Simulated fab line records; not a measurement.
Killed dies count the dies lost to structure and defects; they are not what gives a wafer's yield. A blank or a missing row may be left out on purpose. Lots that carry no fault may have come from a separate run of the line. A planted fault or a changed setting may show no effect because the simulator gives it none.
What tool caused it? + flow gf180mcu + 30 wafers from 10 lots sampled at 5 of the route's 602 steps

## WHAT THE GAUGES READ, wafer by wafer
GF_V2_OVL_MEAS_15. Usual: V2_OVL typically reads 0 nm, with standard deviation 6.8.
| lot  | measured     | on         | V2_OVL (nm) | flag |
|------|--------------|------------|-------------|------|
| L410 | day 20 06:05 | overlay-01 | 3 -2 2      |      |
| L411 | day 20 10:46 | overlay-01 | 7 5 8       |      |
| L413 | day 21 04:01 | overlay-02 | 4 8 6       |      |
| L417 | day 22 23:01 | overlay-01 | -16 -12 8   |      |
| L418 | day 23 09:52 | overlay-02 | 8 8 8       |      |
| L426 | day 25 21:14 | overlay-01 | -7 8 -2     |      |
| L428 | day 26 08:20 | overlay-01 | 1 -2 6      |      |
| L429 | day 26 11:44 | overlay-01 | -3 4 -1     |      |
| L430 | day 26 19:17 | overlay-02 | -6 7 -13    |      |
| L433 | day 28 02:20 | overlay-02 | 3 2 6       |      |

GF_V3_RS_MEAS_24: the measuring method here is four-point-probe. Usual: V3_W_RS typically reads 0.326 ohm/sq, with standard deviation 0.0049.
| lot  | measured     | on           | V3_W_RS (ohm/sq)  | flag |
|------|--------------|--------------|-------------------|------|
| L410 | day 22 10:18 | filmMetro-02 | 0.326 0.334 0.326 |      |
| L411 | day 22 15:16 | filmMetro-01 | 0.329 0.324 0.327 |      |
| L413 | day 23 07:00 | filmMetro-01 | 0.328 0.334 0.329 |      |
| L417 | day 25 00:44 | filmMetro-02 | 0.328 0.325 0.386 | OFF  |
| L418 | day 25 10:28 | filmMetro-01 | 0.330 0.392 0.391 | OFF  |
| L426 | day 27 18:16 | filmMetro-02 | 0.331 0.327 0.329 |      |
| L428 | day 28 05:14 | filmMetro-02 | 0.324 0.329 0.327 |      |
| L429 | day 28 07:53 | filmMetro-02 | 0.326 0.324 0.326 |      |
| L430 | day 28 14:41 | filmMetro-04 | 0.326 0.327 0.327 |      |
| L433 | day 29 20:02 | filmMetro-02 | 0.329 0.333 0.334 |      |

GF_V3_THK_MEAS_25: measures by xrf. Usual: V3_W_THK typically reads 358 nm, with standard deviation 8.3.
| lot  | measured     | on           | V3_W_THK (nm) | flag |
|------|--------------|--------------|---------------|------|
| L410 | day 22 10:25 | filmMetro-02 | 363 356 362   |      |
| L411 | day 22 15:23 | filmMetro-01 | 353 357 356   |      |
| L413 | day 23 07:07 | filmMetro-01 | 349 342 349   |      |
| L417 | day 25 00:52 | filmMetro-02 | 359 363 306   |      |
| L418 | day 25 10:35 | filmMetro-01 | 347 294 295   | OFF  |
| L426 | day 27 18:22 | filmMetro-02 | 359 363 360   |      |
| L428 | day 28 05:22 | filmMetro-02 | 365 358 360   |      |
| L429 | day 28 08:00 | filmMetro-02 | 361 363 360   |      |
| L430 | day 28 14:47 | filmMetro-04 | 356 354 355   |      |
| L433 | day 29 20:08 | filmMetro-02 | 358 352 352   |      |

## EACH LOT AND THE TOOL THAT RAN IT (in order: tool; ch and the chambers of the sampled wafers; start)
| lot  | GF_V3_SPUTTER_22            | GF_V3_CVD_23                 |
|------|-----------------------------|------------------------------|
| L410 | pvdSputter-03, day 22 10:08 | cvdW-02 ch 0,1, day 22 10:10 |
| L411 | pvdSputter-02, day 22 15:07 | cvdW-02 ch 0,1, day 22 15:10 |
| L413 | pvdSputter-03, day 23 06:44 | cvdW-02 ch 1, day 23 06:47   |
| L417 | pvdSputter-03, day 25 00:35 | cvdW-02 ch 0,1, day 25 00:38 |
| L418 | pvdSputter-03, day 25 10:19 | cvdW-02 ch 0,1, day 25 10:21 |
| L426 | pvdSputter-03, day 27 18:05 | cvdW-02 ch 0,1, day 27 18:10 |
| L428 | pvdSputter-04, day 28 05:05 | cvdW-02 ch 0,1, day 28 05:08 |
| L429 | pvdSputter-04, day 28 07:43 | cvdW-02 ch 0,1, day 28 07:46 |
| L430 | pvdSputter-03, day 28 14:31 | cvdW-02 ch 0,1, day 28 14:33 |
| L433 | pvdSputter-02, day 29 19:52 | cvdW-02 ch 0,1, day 29 19:54 |
- GF_V3_SPUTTER_22: material TiN, target thk 10 nm, time 40 s.
- GF_V3_CVD_23: deposits W, target thk 350 nm, time 104.9 s.

## WHAT THE TOOLS THEMSELVES READ (means of the sampled wafers that have a number; where no wafer has one, the mark that the record gives instead)
GF_V3_SPUTTER_22. Usual: throttleValvePct 29.8 %, standard deviation 0.82.
| lot  | tool          | throttleValvePct (%) | flag |
|------|---------------|----------------------|------|
| L410 | pvdSputter-03 | 29.7                 |      |
| L411 | pvdSputter-02 | 30.3                 |      |
| L413 | pvdSputter-03 | 29.6                 |      |
| L417 | pvdSputter-03 | 30.1                 |      |
| L418 | pvdSputter-03 | 30.2                 |      |
| L426 | pvdSputter-03 | 29.6                 |      |
| L428 | pvdSputter-04 | 29.9                 |      |
| L429 | pvdSputter-04 | 29.7                 |      |
| L430 | pvdSputter-03 | 29.8                 |      |
| L433 | pvdSputter-02 | 29.7                 |      |

GF_V3_CVD_23. Usual: chamberPressureTorr 40.00 Torr, standard deviation 0.1; heaterPowerW 845 W, standard deviation 35.
| lot  | tool    | chamberPressureTorr (Torr) | heaterPowerW (W) | flag |
|------|---------|----------------------------|------------------|------|
| L410 | cvdW-02 | 40.03                      | 818              |      |
| L411 | cvdW-02 | 39.93                      | 838              |      |
| L413 | cvdW-02 | 39.96                      | 847              |      |
| L417 | cvdW-02 | 40.05                      | 841              |      |
| L418 | cvdW-02 | 39.98                      | 854              |      |
| L426 | cvdW-02 | 40.07                      | 829              |      |
| L428 | cvdW-02 | 40.10                      | 857              |      |
| L429 | cvdW-02 | 40.01                      | 855              |      |
| L430 | cvdW-02 | 40.09                      | 854              |      |
| L433 | cvdW-02 | 39.99                      | 850              |      |

## THE ANSWER, worked out from the rows above alone
Rule: a lot counts as off when the mean over its wafers that have a number is more than 3 standard deviations away from the usual mean. Also off: a lot with no number at a reading for which 4 or more lots have one. All remaining lots with rows at the step are treated as sound. After the gauges, taken in route order, come the tools' own readings; for these a lot's mean is taken, as printed above. At the first step where some lot is off, the reading lying furthest off is the one used; lots without a number count as furthest.
Off: at GF_V3_RS_MEAS_24 (V3_W_RS), L417, L418.
A tool fits if, at a process step before that reading, it ran every lot that is off, and no sound lot after the first of them. Gauges at GF_V3_RS_MEAS_24: tried the same way as those tools. No candidate that was tried fits.

## WHAT THE SIMULATOR HAD PUT IN
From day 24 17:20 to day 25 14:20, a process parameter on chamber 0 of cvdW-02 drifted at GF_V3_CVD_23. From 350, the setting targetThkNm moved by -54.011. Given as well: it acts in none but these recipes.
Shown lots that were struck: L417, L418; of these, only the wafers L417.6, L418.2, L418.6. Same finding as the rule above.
